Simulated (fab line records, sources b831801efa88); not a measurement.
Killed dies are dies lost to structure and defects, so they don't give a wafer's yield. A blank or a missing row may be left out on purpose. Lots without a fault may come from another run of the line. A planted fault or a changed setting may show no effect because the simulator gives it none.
Which tool did it? | flow sky130 | 6 lots, 18 wafers sampled, at 2 steps of a route of 708

WHAT THE GAUGES READ, wafer by wafer
SKY_SPACER_THK_MEAS_01.
lot  | measured     | on            | SPACER_CVD_00_THK (nm)
L812 | day 23 22:55 | film_metro-02 | 42.5 43.0 42.8
L814 | day 24 01:29 | film_metro-03 | 43.1 43.3 43.1
L817 | day 25 14:40 | film_metro-03 | 43.2 42.9 42.8
L823 | day 27 08:49 | film_metro-02 | 79.8 79.5 79.4
L832 | day 30 22:47 | film_metro-01 | 42.7 43.0 43.2
L834 | day 30 22:52 | film_metro-02 | 43.5 43.5 43.6

WHICH TOOL RAN EACH LOT (tool, then ch and the chambers of the sampled wafers, then the start)
lot  | SKY_SPACER_CVD_00
L812 | lpcvd-02 ch 0, day 23 21:41
L814 | lpcvd-02 ch 1, day 24 00:15
L817 | lpcvd-02 ch 1, day 25 13:27
L823 | lpcvd-02 ch 1, day 27 07:37
L832 | lpcvd-02 ch 1, day 30 21:35
L834 | lpcvd-02 ch 0, day 30 21:35
- SKY_SPACER_CVD_00: deposits Si3N4 from DCS/NH3, target thk 43.1 nm, time 740 s.

THE ANSWER, worked out from the rows above alone
Rule: what is usual is taken from the lots themselves. Put in order of their means at a reading, lots are off if they are a third of the lots or fewer, leave a main group of 4 or more, and stand apart from it by a gap of 3 or more times the standard deviation of the main group's means; of several such gaps the widest counts. A main group whose means are all the same, to the digits that the tables above print for the reading, isn't used. A lot without any number at a reading at which 4 lots or more have one is off too. The other lots that the step has rows for count as sound.
Off: L823, at SKY_SPACER_THK_MEAS_01 (SPACER_CVD_00_THK). The main group: mean 43.1 nm, standard deviation 0.26.
A tool fits if, at a process step before that reading, it ran every lot that is off, and no sound lot after the first of them. The gauges at SKY_SPACER_THK_MEAS_01 are tried like those tools. None of those tried fits.

WHAT THE SIMULATOR HAD PUT IN
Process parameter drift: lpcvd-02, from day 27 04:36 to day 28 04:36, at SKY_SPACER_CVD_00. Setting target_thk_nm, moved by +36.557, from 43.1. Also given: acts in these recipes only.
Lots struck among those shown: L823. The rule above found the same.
